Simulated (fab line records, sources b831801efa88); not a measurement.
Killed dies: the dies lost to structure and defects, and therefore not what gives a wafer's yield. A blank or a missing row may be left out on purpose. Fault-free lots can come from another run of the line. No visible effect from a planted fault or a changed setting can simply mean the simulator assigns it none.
fab line records    flow sky130    part 2 of 2: steps 32 to 41 of 41
record: lots: 5  wafers: 15  last-day: 50
route steps=708 shown METAL4@624 VIA4@639 METAL5@661
lots untouched by any fault: they come from a run of this same line in which no faults occurred
start-h: the number of hours between the record's first day and the start of the first shown wafer of the lot    wait-h: how many hours have passed since the lot's step before this one    " same as the row above    L1.1+2: a row that stands for several wafers    - either no value or no given start    * or withheld: withheld    < > ~ a bound
route shown NAME@n: names a module that has steps shown in the file, with the first one's number in the route    usual: the fault-free wafers' mean and standard deviation    same: alike in all rows    chamber/n: place in a boat    sites: the reading at each site    _std_site: their standard deviation    _edge_site: the outer-site mean with the inner-site mean subtracted    radius-mm: for every site, how far away it sits from the centre of the wafer    mask NAME#n: copy n    behind: tool/chamber where the wafer was last shaped    hold: the reason the lot was held/the length of the hold in hours/how it ended    device: whichever transistor did not switch (one of n, p or np)    end of line: at the end of the route, the tests of the same wafers    a step given without rows: its recipe and nothing more    killed: not the wafer's yield, but the dies lost to structure and defects at the first sort    map: a wafer's dies, x killed, . not, _ none there
set.NAME: the setting the step ran with; set.NAME@STEP: the setting that earlier step ran with    model.NAME: the simulator's own value behind a step, which no gauge read
lots at some steps of the route; a table a step, a row a wafer
services: from which hour (start-h, from the record's first day; less than 0 if before it) a tool's chamber was out of use, for how many hours, and why
== steps ==
step: SKY_VIA4_CLEAN_16
recipe: chemistry: O3/DIW  dry: n2-spin
lot.wafer   tool          chamber  start-h  wait-h
L075.1+3+6  wet-bench-01  2        1019.56  0.0
L078.1+3+6  wet-bench-04  1        1040.39  0.0
L087.1+2+6  wet-bench-04  0        1091.40  0.0
L095.2+3+4  wet-bench-03  3        1135.78  0.0
L096.1+3+5  wet-bench-03  1        1142.55  0.0
step: SKY_VIA4_SPUTTER_17
recipe: material: TiN  target-thk-nm: 20  chamber-pressure-pa: 5  power-w: 4000  time-s: 80
usual: throttle-valve-pct: 30.3/1.2
lot.wafer  tool            chamber  start-h  wait-h  throttle-valve-pct
L075.1     pvd-sputter-04  -        1019.65  0.0     30.1
L075.3     "               -        "        "       32.9
L075.6     "               -        "        "       30.9
L078.1     pvd-sputter-03  -        1040.49  0.0     32.3
L078.3     "               -        "        "       29.3
L078.6     "               -        "        "       31.2
L087.1     pvd-sputter-01  -        1091.50  0.0     29.7
L087.2     "               -        "        "       30.6
L087.6     "               -        "        "       29.9
L095.2     pvd-sputter-01  -        1135.96  0.0     30.4
L095.3     "               -        "        "       28.5
L095.4     "               -        "        "       30.7
L096.1     pvd-sputter-01  -        1142.65  0.0     30.7
L096.3     "               -        "        "       28.9
L096.5     "               -        "        "       30.5
step: SKY_VIA4_CVD_18
recipe: material: W  target-thk-nm: 505  time-s: 152.14  temp-c: 400  pressure-torr: 40
usual: heater-power-w: 797/110
lot.wafer  tool      chamber  start-h  wait-h  heater-power-w
L075.1     cvd-w-01  0        1019.71  0.0     678
L075.3     "         1        "        "       727
L075.6     "         0        "        "       685
L078.1     cvd-w-02  0        1040.55  0.0     874
L078.3     "         1        "        "       954
L078.6     "         1        "        "       923
L087.1     cvd-w-01  0        1091.56  0.0     688
L087.2     "         1        "        "       699
L087.6     "         1        "        "       699
L095.2     cvd-w-02  1        1136.03  0.0     941
L095.3     "         0        "        "       878
L095.4     "         1        "        "       948
L096.1     cvd-w-01  0        1142.71  0.0     683
L096.3     "         0        "        "       675
L096.5     "         0        "        "       682
step: SKY_VIA4_RS_MEAS_19
recipe: thk-meas-gauge: four-point-probe  reads: W_of_VIA4_CVD_18+TiN_of_VIA4_SPUTTER_17
usual: VIA4_W_RS: 0.2270/0.002
lot.wafer  tool           chamber  start-h  wait-h  VIA4_W_RS[ohm/sq]
L075.1     film-metro-01  -        1019.86  0.1     0.2290
L075.3     "              -        "        "       0.2267
L075.6     "              -        "        "       0.2246
L078.1     film-metro-04  -        1040.70  0.1     0.2306
L078.3     "              -        "        "       0.2286
L078.6     "              -        "        "       0.2287
L087.1     film-metro-04  -        1091.71  0.1     0.2238
L087.2     "              -        "        "       0.2291
L087.6     "              -        "        "       0.2236
L095.2     film-metro-04  -        1136.20  0.1     0.2301
L095.3     "              -        "        "       0.2296
L095.4     "              -        "        "       0.2293
L096.1     film-metro-02  -        1142.86  0.1     0.2276
L096.3     "              -        "        "       0.2287
L096.5     "              -        "        "       0.2287
step: SKY_VIA4_THK_MEAS_20
recipe: thk-meas-gauge: xrf  reads: W_of_VIA4_CVD_18
usual: VIA4_W_THK: 504/5.7
lot.wafer  tool           chamber  start-h  wait-h  VIA4_W_THK[nm]
L075.1     film-metro-01  -        1019.98  0.1     499
L075.3     "              -        "        "       504
L075.6     "              -        "        "       507
L078.1     film-metro-04  -        1040.82  0.1     495
L078.3     "              -        "        "       499
L078.6     "              -        "        "       503
L087.1     film-metro-04  -        1091.83  0.1     512
L087.2     "              -        "        "       502
L087.6     "              -        "        "       516
L095.2     film-metro-04  -        1136.31  0.1     496
L095.3     "              -        "        "       497
L095.4     "              -        "        "       498
L096.1     film-metro-02  -        1142.98  0.1     505
L096.3     "              -        "        "       500
L096.5     "              -        "        "       499
step: SKY_VIA4_CMP_21
recipe: stop-on: SiO2  t-overpolish-s: 25  down-force-psi: 3.5  platen-rpm: 60  target-thk-nm: 0  pad-velocity-m-s: 0.94248
usual: motor-current-A: 10.6/1.2  overpolish-run-s: 25.000/0.0091  time-to-endpoint-s: 122/4.6
lot.wafer  tool    chamber  start-h  wait-h  motor-current-A  overpolish-run-s  time-to-endpoint-s
L075.3     cmp-02  2        1020.14  0.1     11.8             24.988            115
L075.1     "       3        "        "       10.2             25.006            124
L075.6     "       1        "        "       10.2             24.991            121
L078.1     cmp-02  0        1040.93  0.1     9.8              25.011            118
L078.3     "       2        "        "       11.1             25.005            121
L078.6     "       0        "        "       10.0             24.998            120
L087.1     cmp-01  1        1091.99  0.1     11.4             24.999            126
L087.2     "       2        "        "       12.5             24.984            118
L087.6     "       3        "        "       12.2             25.003            135
L095.4     cmp-02  3        1136.36  0.0     10.2             25.009            124
L095.2     "       0        "        "       9.0              25.003            115
L095.3     "       1        "        "       9.7              24.986            119
L096.3     cmp-01  1        1143.14  0.1     11.8             25.000            124
L096.1     "       2        "        "       12.1             24.996            121
L096.5     "       0        "        "       9.0              24.983            123
step: SKY_METAL5_SPUTTER_00
recipe: material: Ti  target-thk-nm: 15  power-w: 3000  time-s: 10  chamber-pressure-pa: 0.4
usual: throttle-valve-pct: 30.7/1.1
lot.wafer  tool            chamber  start-h  wait-h  throttle-valve-pct
L075.1     pvd-sputter-02  -        1020.34  0.1     29.7
L075.3     "               -        "        "       30.3
L075.6     "               -        "        "       31.0
L078.1     pvd-sputter-02  -        1041.18  0.2     30.3
L078.3     "               -        "        "       30.1
L078.6     "               -        "        "       30.6
L087.1     pvd-sputter-04  -        1092.19  0.1     30.2
L087.2     "               -        "        "       30.7
L087.6     "               -        "        "       29.9
L095.2     pvd-sputter-04  -        1136.66  0.2     33.2
L095.3     "               -        "        "       30.1
L095.4     "               -        "        "       30.1
L096.1     pvd-sputter-02  -        1143.34  0.1     29.8
L096.3     "               -        "        "       30.8
L096.5     "               -        "        "       29.2
step: SKY_METAL5_SPUTTER_01
recipe: material: TiN  target-thk-nm: 20  power-w: 6500  time-s: 16.7  chamber-pressure-pa: 0.4
usual: throttle-valve-pct: 30.6/1.1
lot.wafer  tool            chamber  start-h  wait-h  throttle-valve-pct
L075.1     pvd-sputter-02  -        1020.36  0.0     29.9
L075.3     "               -        "        "       30.5
L075.6     "               -        "        "       30.9
L078.1     pvd-sputter-02  -        1041.20  0.0     30.6
L078.3     "               -        "        "       30.0
L078.6     "               -        "        "       30.5
L087.1     pvd-sputter-04  -        1092.21  0.0     29.8
L087.2     "               -        "        "       30.7
L087.6     "               -        "        "       30.2
L095.2     pvd-sputter-04  -        1136.68  0.0     32.9
L095.3     "               -        "        "       30.1
L095.4     "               -        "        "       29.9
L096.1     pvd-sputter-02  -        1143.36  0.0     29.9
L096.3     "               -        "        "       30.8
L096.5     "               -        "        "       29.0
step: SKY_METAL5_SPUTTER_02
recipe: material: AlCu  target-thk-nm: 1150  power-w: 10600  time-s: 61.2  chamber-pressure-pa: 0.4
usual: throttle-valve-pct: 30.6/1.1
lot.wafer  tool            chamber  start-h  wait-h  throttle-valve-pct
L075.1     pvd-sputter-02  -        1020.39  0.0     29.7
L075.3     "               -        "        "       30.5
L075.6     "               -        "        "       31.0
L078.1     pvd-sputter-02  -        1041.23  0.0     30.6
L078.3     "               -        "        "       29.7
L078.6     "               -        "        "       30.4
L087.1     pvd-sputter-04  -        1092.24  0.0     30.0
L087.2     "               -        "        "       31.1
L087.6     "               -        "        "       29.9
L095.2     pvd-sputter-04  -        1136.71  0.0     32.8
L095.3     "               -        "        "       30.1
L095.4     "               -        "        "       29.9
L096.1     pvd-sputter-02  -        1143.39  0.0     30.0
L096.3     "               -        "        "       31.0
L096.5     "               -        "        "       29.0
step: SKY_METAL5_SPUTTER_03
recipe: material: Ti  target-thk-nm: 5  power-w: 3000  time-s: 3.3  chamber-pressure-pa: 0.4
usual: throttle-valve-pct: 30.6/1.1
lot.wafer  tool            chamber  start-h  wait-h  throttle-valve-pct
L075.1     pvd-sputter-02  -        1020.44  0.0     30.1
L075.3     "               -        "        "       30.4
L075.6     "               -        "        "       31.0
L078.1     pvd-sputter-02  -        1041.28  0.0     30.5
L078.3     "               -        "        "       30.2
L078.6     "               -        "        "       30.6
L087.1     pvd-sputter-04  -        1092.29  0.0     30.1
L087.2     "               -        "        "       30.9
L087.6     "               -        "        "       30.1
L095.2     pvd-sputter-04  -        1136.76  0.0     33.0
L095.3     "               -        "        "       30.1
L095.4     "               -        "        "       30.0
L096.1     pvd-sputter-02  -        1143.44  0.0     30.1
L096.3     "               -        "        "       31.1
L096.5     "               -        "        "       29.2
== services ==
tool              chamber  start-h  hours  kind
iline-stepper-01  -        961.87   2.7    repair
cmp-02            -        967.84   20.3   repair
plasma-asher-04   -        979.60   3.0    repair
rie-metal-02      -        994.70   0.3    repair
wet-bench-03      -        1004.84  1.9    pm
pvd-sputter-04    -        1009.03  2.0    repair
hdpcvd-02         2        1017.12  15.9   repair
rie-diel-03       2        1028.07  7.8    repair
wet-bench-03      -        1039.45  4.8    repair
cmp-02            -        1056.39  1.4    repair
rie-metal-02      -        1062.03  1.7    repair
rie-diel-03       2        1063.76  22.2   repair
rie-diel-03       1        1074.69  2.7    repair
rie-metal-02      -        1083.03  1.4    pm
cmp-02            -        1084.00  4.0    pm
hdpcvd-02         1        1085.92  3.6    repair
wet-bench-01      -        1097.70  3.5    repair
rie-metal-03      -        1099.29  8.6    repair
cmp-02            -        1100.67  0.4    repair
pvd-sputter-02    -        1101.41  7.9    repair
rie-metal-02      0        1101.75  5.4    repair
hdpcvd-02         -        1102.65  6.0    pm
cmp-02            -        1103.04  2.6    repair
pvd-sputter-02    -        1125.86  6.7    repair
